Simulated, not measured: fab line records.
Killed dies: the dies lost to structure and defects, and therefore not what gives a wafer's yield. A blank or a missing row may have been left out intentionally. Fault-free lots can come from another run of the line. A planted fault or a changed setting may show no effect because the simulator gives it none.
A single fault, viewed from 2 desks || flow gf180mcu || every desk sees just its own numbers, and what lay behind them comes last

## THE METROLOGY DESK
What the gauges read, lot by lot, whatever tool the lot ran on: means of the sampled wafers that have a number. A lot is out of limits, marked OUT, if its mean lies more than 4 standard deviations from the usual mean; the brackets give that distance.
Columns: A = V5_CVD_00_THK at GF_V5_THK_MEAS_01, usual 299.9 nm
{"lot": "L872", "first seen here": "day 26 06:27", "A": 297.7}
{"lot": "L873", "first seen here": "day 26 13:56", "A": 299.9}
{"lot": "L875", "first seen here": "day 27 07:26", "A": 299.4}
{"lot": "L876", "first seen here": "day 27 12:54", "A": 301.6}
{"lot": "L877", "first seen here": "day 27 23:30", "A": 299.1}
{"lot": "L878", "first seen here": "day 28 09:51", "A": 296.4}
{"lot": "L879", "first seen here": "day 28 16:59", "A": 299.1}
{"lot": "L880", "first seen here": "day 28 19:51", "A": 301.7}
{"lot": "L881", "first seen here": "day 29 06:32", "A": 303.1}
{"lot": "L886", "first seen here": "day 30 22:39", "A": 300.9}
{"lot": "L889", "first seen here": "day 31 17:16", "A": 302.3}
{"lot": "L892", "first seen here": "day 32 10:26", "A": 298.7}
This desk's verdict: no lot among the 12 shows anything out of limits.

## TOOL OWNER'S DESK, pvd_sputter-02
The tool's own readings at GF_M3_SPUTTER_00 (material Ti, target thk 37.5 nm, time 150 s): means of the sampled wafers that have a number, for each lot that ran on this tool. A lot is out of limits, marked OUT, if its mean lies more than 4 standard deviations from the usual mean; the brackets give that distance.
Columns: A = throttle_valve_pct at GF_M3_SPUTTER_00, usual 30.1 %
{"lot": "L875", "first seen here": "day 21 13:07", "A": 30.6}
{"lot": "L877", "first seen here": "day 22 07:01", "A": 30.8}
{"lot": "L879", "first seen here": "day 22 22:25", "A": 30.7}
{"lot": "L880", "first seen here": "day 23 07:43", "A": 30.7}
{"lot": "L886", "first seen here": "day 25 17:17", "A": 30.6}
This desk's verdict: no lot among the 5 shows anything out of limits.

## BROUGHT TOGETHER
Nothing out of limits was seen by the metrology desk.
The tool owner's desk saw nothing out of limits.

## WHAT HAD BEEN PUT IN BY THE SIMULATOR
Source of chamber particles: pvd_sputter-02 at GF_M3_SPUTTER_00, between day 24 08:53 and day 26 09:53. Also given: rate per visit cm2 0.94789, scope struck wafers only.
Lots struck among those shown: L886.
